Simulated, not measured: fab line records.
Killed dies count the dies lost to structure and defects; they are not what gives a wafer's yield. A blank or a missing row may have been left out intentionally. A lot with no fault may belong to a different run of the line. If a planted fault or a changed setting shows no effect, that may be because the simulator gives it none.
A lot that was struck, set against a sound lot :: flow sky130 :: 19 out of 708 route steps
Sound: these wafers, L838.2, L838.4, L838.6. Struck: wafer L847.2 (left out: L847.4, a lot-mate that was not struck); the cause follows at the end.
Per side, at each step with rows, come the tool, then ch with its chambers, and then its first start. Under that, the readings that differ: sound wafers :: struck wafers :: difference of the means :: sigmas: that difference in standard deviations of wafers without a fault.
alike: words and numbers the same on both sides, and readings whose means are apart by under 2 such deviations; not compared: readings that were withheld, readings missing a value for some wafer, numbers with overlapping values and no deviation given by the record, and bounds like >300 which may hide the same value.
A row with sigmas, a row that says differs or no value, or rows on one side alone: a step with any of these is where the two part. Numbers that have no deviation but don't overlap get no sigmas and don't part them. Lack of a reading on every wafer of one side parts them only where that side has two or more wafers.

SKY_METAL4_STRIP_19: strips in O2/N2.
  sound on plasmaAsher-01 ch 0,1, day 45 22:02; struck on plasmaAsher-01 ch 1, day 47 21:56
  alike: drypumpMotorCurrentA, oesProductAu, stripTimeToEndpointS
  not compared: rfHoursCounterH
then, 4 steps without rows for these wafers: SKY_METAL4_STRIP_20 (strips in post etch residue remover, time 1200 s); SKY_METAL4_CLEAN_21 (cleans in IPA, time 180 s); SKY_METAL4_CLEAN_22 (cleans in O3/DIW); SKY_VIA4_HDPCVD_00 (deposits SiO2, target thk 1750 nm, time 291.7 s).
SKY_VIA4_THK_MEAS_01:
  sound on filmMetro-04, day 45 22:52; struck on filmMetro-01, day 47 22:48
reading: VIA4_HDPCVD_THK (nm)
sound: 1768 1786 1763
struck: 1709
difference: -63
sigmas: -4
SKY_VIA4_CMP_02: polishes SiO2.
  sound on cmp-01 ch 1,2, day 45 23:23; struck on cmp-02 ch 1, day 47 22:54
  alike: edgeZonePressureFrac, motorCurrentA, platenRpm, slurryFlowMlMin
SKY_VIA4_BOW_MEAS_03:
  sound on filmMetro-02, day 45 23:39; struck on filmMetro-01, day 47 23:10
reading: VIA4_BOW (um)
sound: 69 67 62
struck: 88
difference: +22
sigmas: +2
then, 4 steps without rows for these wafers: SKY_VIA4_DEHYDRATE_04 (time 60 s); SKY_VIA4_HMDS_05 (prime time 60 s); SKY_VIA4_COAT_06 (resist thk 1140 nm); SKY_VIA4_SOFTBAKE_07 (time 60 s).
SKY_VIA4_EXPOSE_08: exposes mask VIM4, target cd 800 nm.
  sound on ilineStepper-02 ch 0, day 46 09:34; struck on ilineStepper-01 ch 0, day 48 08:25
  alike: mask, focusOffsetNm, reticleTempC, stageVelMmS
then, 2 steps without rows for these wafers: SKY_VIA4_PEB_09; SKY_VIA4_DEVELOP_10 (develop time 60 s).
SKY_VIA4_OVL_MEAS_11:
  sound on overlay-02, day 46 19:14; struck on overlay-02, day 48 17:47
reading: VIA4_OVL (nm)
sound: -0.9 -0.2 -1.9
struck: 1.6
difference: +2.6
sigmas: +2
SKY_VIA4_ETCH_12: etches SiO2 in C4F8/O2/Ar, stops on TiN, target depth 580 nm.
  sound on rieDiel-02 ch 2,3, day 46 19:16; struck on rieDiel-02 ch 3, day 48 17:49
reading: model.VIA4.cdNm (nm)
sound: 796.7 795.5 795.9
struck: 823.6
difference: +27.6
sigmas: 
  alike: oesProductAu
SKY_VIA4_STRIP_13: strips in O2/N2.
  sound on plasmaAsher-02 ch 0,1, day 46 19:20; struck on plasmaAsher-04 ch 0, day 48 17:53
  alike: drypumpMotorCurrentA, oesProductAu, stripTimeToEndpointS
  not compared: rfHoursCounterH
-- the record jumps here: 2 days lie between the struck wafers' starts before and after (it left off in module VIA4 and takes up again in module PAD_OPEN, whose first step shown is number 708 of the route) --
SKY_PAD_OPEN_PROBE_99:
  sound on prober-02, day 49 10:37; struck on prober-01, day 51 00:48
reading: killedAtContacts
sound: 30 27 26
struck: 17
difference: -11
sigmas: -2

reading: killedAtFrontEnd
sound: 16 11 12
struck: 23
difference: +10
sigmas: +2

reading: model.etest.via4Chain.rcOhm
sound: 0.8344 0.8029 0.7827
struck: 0.7504
difference: -0.0563
sigmas: 
  alike: defectLimitedYield, killed_at_M0_to_M3, killed_at_M4_up, killedAtOther, killedDies, killedOnRim, killedOpen, killedShort, sort_bin_3_pad_short, sort_bin_5_function, sort_bin_6_memory, sortNPass, sortYieldPct

## WHERE THEY PART
First at SKY_VIA4_THK_MEAS_01; last, within this record, at SKY_PAD_OPEN_PROBE_99.

WHY: the cause the simulator had injected
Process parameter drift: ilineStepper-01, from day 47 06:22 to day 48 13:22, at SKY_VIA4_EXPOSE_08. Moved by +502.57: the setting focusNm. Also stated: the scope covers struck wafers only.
